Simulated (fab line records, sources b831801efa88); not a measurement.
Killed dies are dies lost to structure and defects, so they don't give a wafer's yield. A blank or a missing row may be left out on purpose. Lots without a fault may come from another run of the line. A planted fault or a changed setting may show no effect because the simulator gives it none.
Which tool did it? | flow gf180mcu | 11 lots, 33 wafers sampled, at 6 steps of a route of 602

WHAT THE GAUGES READ, wafer by wafer
GF_DNWELL_TW_MEAS_09.
lot  | measured    | on            | DNWELL_TW
L323 | day 3 05:37 | film_metro-03 | 1352 1351 1343
L324 | day 3 11:26 | film_metro-03 | 1363 1356 1360
L326 | day 3 21:28 | film_metro-03 | 1344 1350 1347
L329 | day 4 13:43 | film_metro-02 | 1350 1344 1348
L332 | day 4 22:32 | film_metro-02 | 1349 1358 1356
L333 | day 5 06:13 | film_metro-03 | 1334 1342 1348
L338 | day 6 07:55 | film_metro-04 | 1370 1364 1368
L339 | day 6 13:05 | film_metro-04 | 1380 1387 1373
L341 | day 6 22:31 | film_metro-03 | 1346 1351 1358
L343 | day 7 10:46 | film_metro-04 | 1372 1369 1371
L344 | day 7 15:14 | film_metro-04 | 1372 1375 1364

GF_PSD_TW_MEAS_11.
lot  | measured     | on            | PSD_TW
L323 | day 14 20:59 | film_metro-02 | 3177 3183 3177
L324 | day 15 08:08 | film_metro-01 | 3188 3177 3179
L326 | day 15 19:01 | film_metro-04 | 3222 3230 3230
L329 | day 17 00:50 | film_metro-02 | 3175 3185 3186
L332 | day 17 12:20 | film_metro-04 | 3236 3216 3221
L333 | day 18 04:02 | film_metro-02 | 3175 3171 3203
L338 | day 19 22:26 | film_metro-04 | 3382 3412 3399
L339 | day 20 09:21 | film_metro-02 | 3371 3390 3380
L341 | day 21 04:23 | film_metro-04 | 3214 3209 3220
L343 | day 21 12:07 | film_metro-04 | 3220 3222 3205
L344 | day 21 19:40 | film_metro-02 | 3219 3201 3213

GF_PSD_RS_MEAS_15: measures by four-point-probe.
lot  | measured     | on            | PSD_RS (ohm/sq)
L323 | day 14 21:19 | film_metro-02 | 108.31 108.51 108.26
L324 | day 15 08:28 | film_metro-02 | 108.44 108.63 108.40
L326 | day 15 19:20 | film_metro-04 | 108.46 108.26 108.36
L329 | day 17 01:08 | film_metro-02 | 108.53 108.75 108.49
L332 | day 17 12:38 | film_metro-02 | 108.92 108.81 109.14
L333 | day 18 04:26 | film_metro-01 | 108.60 108.27 108.47
L338 | day 19 22:49 | film_metro-04 | 102.70 102.93 102.77
L339 | day 20 09:42 | film_metro-01 | 103.34 103.08 103.35
L341 | day 21 04:42 | film_metro-04 | 108.54 108.89 108.69
L343 | day 21 12:26 | film_metro-02 | 108.18 108.29 108.31
L344 | day 21 19:59 | film_metro-02 | 108.51 108.18 107.99

GF_V1_THK_MEAS_03.
lot  | measured     | on            | V1_CVD_02_THK (nm)
L323 | day 17 19:10 | film_metro-03 | 851 868 863
L324 | day 18 06:37 | film_metro-04 | 835 854 854
L326 | day 18 19:16 | film_metro-03 | 830 836 865
L329 | day 20 04:41 | film_metro-01 | 863 856 868
L332 | day 20 17:01 | film_metro-04 | 845 863 857
L333 | day 21 09:46 | film_metro-04 | 835 835 839
L338 | day 23 02:25 | film_metro-01 | 840 856 853
L339 | day 23 11:53 | film_metro-03 | 850 847 851
L341 | day 24 04:27 | film_metro-01 | 861 834 844
L343 | day 24 13:03 | film_metro-03 | 827 844 845
L344 | day 24 19:37 | film_metro-04 | 857 868 866

WHICH TOOL RAN EACH LOT (tool, then ch and the chambers of the sampled wafers, then the start)
lot  | GF_PSD_IMPLANT_09               | GF_PSD_STRIP_10
L323 | implanter-01 ch 0, day 14 20:45 | plasma_asher-03 ch 1, day 14 20:53
L324 | implanter-01 ch 0, day 15 07:54 | plasma_asher-04 ch 0,1, day 15 08:02
L326 | implanter-01 ch 0, day 15 18:46 | plasma_asher-03 ch 0,1, day 15 18:55
L329 | implanter-03 ch 0, day 17 00:35 | plasma_asher-01 ch 0,1, day 17 00:44
L332 | implanter-01 ch 0, day 17 12:05 | plasma_asher-01 ch 0,1, day 17 12:14
L333 | implanter-03 ch 0, day 18 03:47 | plasma_asher-04 ch 0, day 18 03:55
L338 | implanter-01 ch 0, day 19 22:11 | plasma_asher-04 ch 0,1, day 19 22:20
L339 | implanter-01 ch 0, day 20 09:09 | plasma_asher-01 ch 0,1, day 20 09:16
L341 | implanter-03 ch 0, day 21 04:08 | plasma_asher-03 ch 0,1, day 21 04:17
L343 | implanter-04 ch 0, day 21 11:52 | plasma_asher-01 ch 0,1, day 21 12:01
L344 | implanter-03 ch 0, day 21 19:25 | plasma_asher-01 ch 0,1, day 21 19:34
- GF_PSD_IMPLANT_09
- GF_PSD_STRIP_10: strips in O2/N2.

WHAT THE TOOLS THEMSELVES READ (means of the sampled wafers that have a number; where no wafer has one, the mark that the record gives instead)
GF_PSD_IMPLANT_09.
lot  | tool         | beam_on_s (s) | dose_ions_cm2 | end_station_pressure_torr (Torr) | faraday_current_uA
L323 | implanter-01 | 9.90          | 1.5007e+15    | 1.17e-05                         | 8359
L324 | implanter-01 | 10.20         | 1.4999e+15    | 1.15e-05                         | 8075
L326 | implanter-01 | 9.99          | 1.5004e+15    | 1.11e-05                         | 8254
L329 | implanter-03 | 10.19         | 1.5010e+15    | 1.19e-05                         | 8070
L332 | implanter-01 | 10.07         | 1.4978e+15    | 1.18e-05                         | 8180
L333 | implanter-03 | 10.10         | 1.4998e+15    | 1.17e-05                         | 8144
L338 | implanter-01 | 13.96         | 1.5026e+15    | 1.07e-04                         | 6121
L339 | implanter-01 | 13.81         | 1.5009e+15    | 1.07e-04                         | 6172
L341 | implanter-03 | 10.07         | 1.4993e+15    | 1.19e-05                         | 8213
L343 | implanter-04 | 10.10         | 1.5014e+15    | 1.18e-05                         | 8159
L344 | implanter-03 | 9.98          | 1.4991e+15    | 1.17e-05                         | 8263

GF_PSD_STRIP_10.
lot  | tool            | drypump_motor_current_A (A) | heater_power_w (W) | oes_product_au (a.u.) | strip_time_to_endpoint_s (s)
L323 | plasma_asher-03 | 5.0                         | 356                | 0.592                 | 16.66
L324 | plasma_asher-04 | 5.8                         | 344                | 0.593                 | 16.63
L326 | plasma_asher-03 | 5.4                         | 337                | 0.594                 | 16.60
L329 | plasma_asher-01 | 6.5                         | 360                | 0.592                 | 16.55
L332 | plasma_asher-01 | 6.4                         | 372                | 0.589                 | 16.62
L333 | plasma_asher-04 | 5.7                         | 347                | 0.592                 | 16.62
L338 | plasma_asher-04 | 5.9                         | 345                | 0.570                 | 17.61
L339 | plasma_asher-01 | 6.4                         | 366                | 0.573                 | 17.60
L341 | plasma_asher-03 | 6.0                         | 314                | 0.589                 | 16.57
L343 | plasma_asher-01 | 6.4                         | 359                | 0.594                 | 16.59
L344 | plasma_asher-01 | 6.4                         | 362                | 0.592                 | 16.56

THE ANSWER, worked out from the rows above alone
Rule: what is usual is taken from the lots themselves. Put in order of their means at a reading, lots are off if they are a third of the lots or fewer, leave a main group of 4 or more, and stand apart from it by a gap of 3 or more times the standard deviation of the main group's means; of several such gaps the widest counts. A main group whose means are all the same, to the digits that the tables above print for the reading, isn't used. A lot without any number at a reading at which 4 lots or more have one is off too. The other lots that the step has rows for count as sound. The gauges are gone through in route order, then the tools' own readings, and for those a lot's mean is taken as printed above. The first step at which some lot is off is used, and at that step the reading that is off furthest; a lot without a number counts as furthest.
Off: L338, L339, at GF_PSD_TW_MEAS_11 (PSD_TW). The main group: mean 3202, standard deviation 19.
A tool fits if, at a process step before that reading, it ran every lot that is off, and no sound lot after the first of them. The gauges at GF_PSD_TW_MEAS_11 aren't tried: what is off there is off at GF_PSD_IMPLANT_09 too, on other tools, and a gauge's error can't cause that. One fits: implanter-01 at GF_PSD_IMPLANT_09. Its last sound lot is L332 (day 17 12:05), its first lot that is off L338 (day 19 22:11): a fault that began between those two fits.
The tool's own readings at GF_PSD_IMPLANT_09 bear it out: on the lots that are off they differ by more than 5 times the standard deviation of the sound lots' means. beam_on_s reads 13.89 s there against 10.07 s on the sound lots; end_station_pressure_torr reads 1.07e-04 Torr there against 1.17e-05 Torr on the sound lots; faraday_current_uA reads 6146 there against 8191 on the sound lots.

WHAT THE SIMULATOR HAD PUT IN
Process parameter drift: implanter-01, from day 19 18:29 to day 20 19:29, at GF_PSD_IMPLANT_09. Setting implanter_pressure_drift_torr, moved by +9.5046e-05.
Process parameter drift: implanter-01, from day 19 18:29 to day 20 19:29, at GF_PSD_IMPLANT_09. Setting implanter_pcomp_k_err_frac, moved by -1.
Lots struck among those shown: L338, L339. The rule above found the same.
